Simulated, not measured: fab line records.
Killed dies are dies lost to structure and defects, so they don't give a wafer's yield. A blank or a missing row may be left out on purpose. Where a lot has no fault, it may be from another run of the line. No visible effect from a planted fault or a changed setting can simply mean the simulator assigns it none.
Chamber matching ; flow gf180mcu ; GF_V4_CMP_26 on cmp-02 has 4 sister chambers
The step polishes, stops on SiO2, t overpolish 15 s, target thk 0 nm. 8 wafers are shown with their chamber, then 8 later ones without.

== WAFERS WITH THEIR CHAMBER ==
wafer;chamber;motorCurrentA (A);timeToEndpointS (s)
L451.1;2;9.1;87
L453.3;2;8.9;82
L459.1;0;9.8;89
L459.3;3;11.1;81
L467.1;3;11.5;84
L467.4;1;12.3;81
L467.5;1;11.8;80
L468.3;0;9.4;92

== WAFERS WITHOUT THEIR CHAMBER ==
wafer;motorCurrentA (A);timeToEndpointS (s)
L468.4;11.3;83
L468.5;11.4;86
L472.1;9.8;89
L472.2;11.6;83
L472.4;12.0;85
L473.3;9.1;83
L473.4;12.4;81
L473.6;9.1;81

== WHICH CHAMBER EACH WENT THROUGH ==
wafer;from the rows above;in truth
L468.4;3;3
L468.5;can't be placed: 3 or 1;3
L472.1;0;0
L472.2;can't be placed: 3 or 1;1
L472.4;can't be placed: 1 or 3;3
L473.3;2;2
L473.4;1;1
L473.6;2;2
5 of 8 placed correctly. Cannot be placed on the basis of these rows: 3; the candidates contain the true chamber in 3. Wrongly placed: 0.
How it was worked out, from the rows above alone: a wafer's distance from a chamber is the root of the sum, over the readings, of the square of ((its reading less the chamber's mean) divided by the reading's scatter). The wafer belongs to the nearest chamber; if the next one is less than 2 further off, it can't be placed. The mean given for a chamber averages the wafers shown for that chamber. How the scatter is found: for the shown wafers, subtract from each reading the mean of its chamber, square and add these, divide the total by (wafers less chambers), then take the root.
